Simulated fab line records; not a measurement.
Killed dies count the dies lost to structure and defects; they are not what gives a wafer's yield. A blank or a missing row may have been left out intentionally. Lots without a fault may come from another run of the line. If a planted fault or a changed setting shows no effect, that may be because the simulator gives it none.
Comparing a struck lot with a sound one + flow sky130 + 25 out of 708 route steps
Sound: wafers L876.4, L876.5, L876.6. Struck: wafer L885.6. (L885.1, L885.3 of the same lot were not struck and are left out.) The cause comes at the end.
For every step that has rows: the tool of each side, followed by ch and its chambers, followed by its first start. Under that, the readings that differ: sound wafers + struck wafers + difference of the means + sigmas: that difference in standard deviations of wafers without a fault.
alike: words and numbers the same on both sides, and readings whose means are apart by under 2 such deviations; not compared: readings that were withheld, readings missing a value for some wafer, numbers with overlapping values and no deviation given by the record, and bounds like >300 which may hide the same value.
A row with sigmas, a row that says differs or no value, or rows on one side alone: a step with any of these is where the two part. When numbers do not overlap yet have no deviation, they are printed without sigmas and do not part them. A reading missing from all wafers of one side parts the sides only when that side holds two or more wafers.

first, 3 steps without rows for these wafers: SKY_CAP2M_EXPOSE_09 (exposes mask CAP2M, target cd 1000 nm); SKY_CAP2M_PEB_10; SKY_CAP2M_DEVELOP_11 (develop time 60 s).
SKY_CAP2M_OVL_MEAS_12:
  sound on overlay-02 at day 41 07:46; struck on overlay-02 at day 43 22:10
  alike: CAP2M_OVL
SKY_CAP2M_METAL_ETCH_13: etches TiN in Cl2/BCl3, stops on SiO2, target depth 220 nm, time 62.9 s.
  sound on rieMetal-03 ch 0,1, day 41 07:49; struck on rieMetal-02 ch 1, day 43 22:12
  alike: drypumpMotorCurrentA, heBacksideLeakSccm, oesProductAu, throttleValvePct
  not compared: rfHoursCounterH
SKY_CAP2M_STRIP_14: strips in O2/N2.
  sound on plasmaAsher-04 ch 0,1, day 41 07:53; struck on plasmaAsher-02 ch 1, day 43 22:17
  alike: drypumpMotorCurrentA, oesProductAu, stripTimeToEndpointS
  not compared: rfHoursCounterH
then, 6 steps without rows for these wafers: SKY_CAP2M_STRIP_15 (strips in post etch residue remover, time 1200 s); SKY_CAP2M_CLEAN_16 (cleans in IPA, time 180 s); SKY_CAP2M_CLEAN_17 (cleans in O3/DIW); SKY_METAL4_DEHYDRATE_05 (time 60 s); SKY_METAL4_HMDS_06 (prime time 60 s); SKY_METAL4_COAT_07 (resist thk 60 nm).
SKY_METAL4_COAT_08: resist thk 1140 nm.
  sound on lithoTrack-02 ch 0, day 41 20:00; struck on lithoTrack-04 ch 0, day 44 09:00
| reading                                      | sound          | struck | difference | sigmas |
|----------------------------------------------|----------------|--------|------------|--------|
| model.KrF-thick_of_METAL4_COAT_08.thkNm (nm) | 1137 1136 1137 | 1203   | +66        |        |
then, 4 steps without rows for these wafers: SKY_METAL4_SOFTBAKE_09 (time 90 s); SKY_METAL4_EXPOSE_10 (exposes mask MM4, target cd 300 nm); SKY_METAL4_PEB_11; SKY_METAL4_DEVELOP_12 (develop time 60 s).
SKY_METAL4_CD_MEAS_13: the cd target is 300 nm.
  sound on cdSem-01 at day 42 08:13; struck on cdSem-02 at day 44 20:49
  alike: cdNm
SKY_METAL4_OVL_MEAS_14:
  sound on overlay-02 at day 42 08:19; struck on overlay-01 at day 44 20:56
  alike: METAL4_OVL
SKY_METAL4_DESCUM_15: chemistry O2, time 8 s.
  sound on rieMetal-04 ch 0,1, day 42 08:21; struck on rieMetal-03 ch 0, day 44 20:59
  alike: drypumpMotorCurrentA, heBacksideLeakSccm, oesProductAu
  not compared: rfHoursCounterH
SKY_METAL4_ETCH_16: etches BARC in N2/H2, stops on SiO2, time 88.2 s, target depth 60 nm.
  sound on rieMetal-04 ch 0,1, day 42 08:24; struck on rieMetal-03 ch 0, day 44 21:01
  alike: drypumpMotorCurrentA, heBacksideLeakSccm, oesProductAu, throttleValvePct
  not compared: rfHoursCounterH
SKY_METAL4_ETCH_17: etches SiO2 in C4F8/O2/Ar, stops on TiN, time 3.9 s, target depth 15 nm.
  sound on rieDiel-03 ch 0,2,3, day 42 08:28; struck on rieDiel-03 ch 3, day 44 21:07
  alike: oesProductAu
SKY_METAL4_METAL_ETCH_18: etches the open film in Cl2/BCl3, stops on SiO2, target depth 845 nm, time 183.1 s.
  sound on rieMetal-03 ch 0,1, day 42 08:32; struck on rieMetal-01 ch 0, day 44 21:08
| reading                                      | sound             | struck | difference | sigmas |
|----------------------------------------------|-------------------|--------|------------|--------|
| heBacksideLeakSccm (sccm)                    | 3.63 3.31 3.70    | 3.07   | -0.48      | -2     |
| model.KrF-thick_of_METAL4_COAT_08.thkNm (nm) | 538.8 520.3 538.6 | 607.5  | +74.9      |        |
  alike: drypumpMotorCurrentA, oesProductAu, throttleValvePct
  not compared: rfHoursCounterH
SKY_METAL4_STRIP_19: strips in O2/N2.
  sound on plasmaAsher-03 ch 0,1, day 42 08:41; struck on plasmaAsher-03 ch 0, day 44 21:18
| reading                  | sound             | struck | difference | sigmas |
|--------------------------|-------------------|--------|------------|--------|
| oesProductAu (a.u.)      | 0.505 0.501 0.513 | 0.532  | +0.026     | +4     |
| stripTimeToEndpointS (s) | 6.64 6.47 6.65    | 7.33   | +0.74      | +8     |
  alike: drypumpMotorCurrentA
  not compared: rfHoursCounterH
then, 1 step without rows for these wafers: SKY_METAL4_STRIP_20 (strips in post etch residue remover, time 1200 s).

== WHERE THEY PART ==
Last at SKY_METAL4_STRIP_19 as far as this record goes, first at SKY_METAL4_METAL_ETCH_18.

WHY: the cause the simulator had injected
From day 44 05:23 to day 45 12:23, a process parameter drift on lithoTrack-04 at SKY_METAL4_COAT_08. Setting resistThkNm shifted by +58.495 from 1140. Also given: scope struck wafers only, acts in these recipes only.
